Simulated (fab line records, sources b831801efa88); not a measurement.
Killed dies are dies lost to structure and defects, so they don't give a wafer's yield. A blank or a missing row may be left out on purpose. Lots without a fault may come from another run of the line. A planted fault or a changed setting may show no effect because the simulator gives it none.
A struck lot beside a sound one | flow sky130 | 28 steps out of a route of 708
Sound: wafers L846.2, L846.4, L846.5. Struck: wafers L849.4, L849.6. (L849.1 of the same lot was not struck and is left out.) The cause comes at the end.
At each step with rows: each side's tool, then ch and its chambers, then its first start. Under that, the readings that differ: sound wafers | struck wafers | difference of the means | sigmas: that difference in standard deviations of wafers without a fault.
alike: readings whose means differ by less than 2 such deviations, and words and numbers that are the same on both sides. not compared: withheld readings, readings that some wafer has no value for, bounds like >300 that may hide the same value, and numbers for which the record gives no deviation and whose values overlap.
The two part at a step that has a row with sigmas, a row that says differs or no value, or rows on one side only. Numbers that don't overlap but have no deviation are shown without sigmas and don't part them. A reading that every wafer of one side lacks parts them only if that side has two wafers or more.

SKY_VIA4_ETCH_12: etches SiO2 in C4F8/O2/Ar, stops on TiN, target depth 580 nm.
  sound on rie_diel-01 ch 0,1,2, day 44 07:07; struck on rie_diel-02 ch 1,2, day 44 16:55
  alike: oes_product_au
then, 4 steps without rows for these wafers: SKY_VIA4_STRIP_13 (strips in O2/N2); SKY_VIA4_STRIP_14 (strips in post etch residue remover, time 1200 s); SKY_VIA4_CLEAN_15 (cleans in IPA, time 180 s); SKY_VIA4_CLEAN_16 (cleans in O3/DIW).
SKY_VIA4_SPUTTER_17: material TiN, target thk 20 nm, time 80 s.
  sound on pvd_sputter-04, day 44 07:46; struck on pvd_sputter-04, day 44 17:35
  alike: throttle_valve_pct
SKY_VIA4_CVD_18: deposits W, target thk 505 nm, time 152.14 s.
  sound on cvd_w-02 ch 0,1, day 44 07:50; struck on cvd_w-02 ch 0,1, day 44 17:38
  alike: heater_power_outer_w, heater_power_w
SKY_VIA4_RS_MEAS_19: measures by four-point-probe.
  sound on film_metro-02, day 44 08:01; struck on film_metro-02, day 44 17:47
  alike: VIA4_W_RS
SKY_VIA4_THK_MEAS_20: measures by xrf.
  sound on film_metro-02, day 44 08:07; struck on film_metro-02, day 44 17:55
  alike: VIA4_W_THK
then, 1 step without rows for these wafers: SKY_VIA4_CMP_21 (polishes, stops on SiO2, t overpolish 25 s, target thk 0 nm).
SKY_METAL5_SPUTTER_00: material Ti, target thk 15 nm, time 10 s.
  sound on pvd_sputter-03, day 44 08:28; struck on pvd_sputter-03, day 44 18:48
  alike: throttle_valve_pct
then, 1 step without rows for these wafers: SKY_METAL5_SPUTTER_01 (material TiN, target thk 20 nm, time 16.7 s).
SKY_METAL5_SPUTTER_02: material AlCu, target thk 1150 nm, time 61.2 s.
  sound on pvd_sputter-03, day 44 08:31; struck on pvd_sputter-03, day 44 18:51
  reading                                     | sound          | struck      | difference | sigmas
  model.AlCu_of_METAL5_SPUTTER_02.thk_nm (nm) | 1157 1150 1152 | 764.9 761.5 | -389.8     |
  alike: throttle_valve_pct
then, 2 steps without rows for these wafers: SKY_METAL5_SPUTTER_03 (material Ti, target thk 5 nm, time 3.3 s); SKY_METAL5_SPUTTER_04 (material TiN, target thk 70 nm, time 58.3 s).
SKY_METAL5_RS_MEAS_05: measures by four-point-probe.
  sound on film_metro-02, day 44 08:39; struck on film_metro-01, day 44 18:58
  reading                 | sound                | struck        | difference | sigmas
  METAL5_ALCU_RS (ohm/sq) | 0.0269 0.0271 0.0270 | 0.0409 0.0410 | +0.0140    | +34
SKY_METAL5_THK_MEAS_06: measures by xrf.
  sound on film_metro-02, day 44 08:46; struck on film_metro-01, day 44 19:05
  reading              | sound          | struck  | difference | sigmas
  METAL5_ALCU_THK (nm) | 1153 1142 1143 | 771 766 | -378       | -21
then, 7 steps without rows for these wafers: SKY_METAL5_DEHYDRATE_07 (time 60 s); SKY_METAL5_HMDS_08 (prime time 60 s); SKY_METAL5_COAT_09 (resist thk 1800 nm); SKY_METAL5_SOFTBAKE_10 (time 60 s); SKY_METAL5_EXPOSE_11 (exposes mask MM5, target cd 1600 nm); SKY_METAL5_PEB_12; SKY_METAL5_DEVELOP_13 (develop time 60 s).
SKY_METAL5_DESCUM_14: chemistry O2, time 11 s.
  sound on rie_metal-04 ch 0, day 45 05:50; struck on rie_metal-04 ch 1, day 45 16:29
  alike: drypump_motor_current_A, oes_product_au
  not compared: rf_hours_counter_h
SKY_METAL5_METAL_ETCH_15: etches the open film in Cl2/BCl3, stops on SiO2, target depth 1260 nm, time 252 s.
  sound on rie_metal-04 ch 0, day 45 05:52; struck on rie_metal-04 ch 1, day 45 16:31
  reading               | sound             | struck      | difference | sigmas
  oes_product_au (a.u.) | 0.889 0.887 0.900 | 0.744 0.746 | -0.147     | -29
  alike: drypump_motor_current_A, throttle_valve_pct
  not compared: rf_hours_counter_h
then, 1 step without rows for these wafers: SKY_METAL5_STRIP_16 (strips in O2/N2).
SKY_PAD_OPEN_PROBE_99:
  sound on prober-02, day 47 02:20; struck on prober-01, day 47 13:32
  reading                      | sound                   | struck         | difference | sigmas
  model.etest.met5.rs_ohm_sq   | 0.02723 0.02695 0.02687 | 0.04071 0.0413 | +0.01399   |
  model.etest.met5.line_ohm_um | 0.01693 0.0168 0.01678  | 0.0257 0.02605 | +0.0090    |
  alike: defect_limited_yield, killed_at_M0_to_M3, killed_at_M4_up, killed_at_contacts, killed_at_front_end, killed_at_other, killed_dies, killed_open, killed_short, sort_bin_3_pad_short, sort_bin_5_function, sort_bin_6_memory, sort_n_pass, sort_yield_pct

WHERE THEY PART
First at SKY_METAL5_RS_MEAS_05; last, within this record, at SKY_METAL5_METAL_ETCH_15. Later steps at which nothing parts them and some readings are alike: SKY_PAD_OPEN_PROBE_99.

WHY: what the simulator had put in
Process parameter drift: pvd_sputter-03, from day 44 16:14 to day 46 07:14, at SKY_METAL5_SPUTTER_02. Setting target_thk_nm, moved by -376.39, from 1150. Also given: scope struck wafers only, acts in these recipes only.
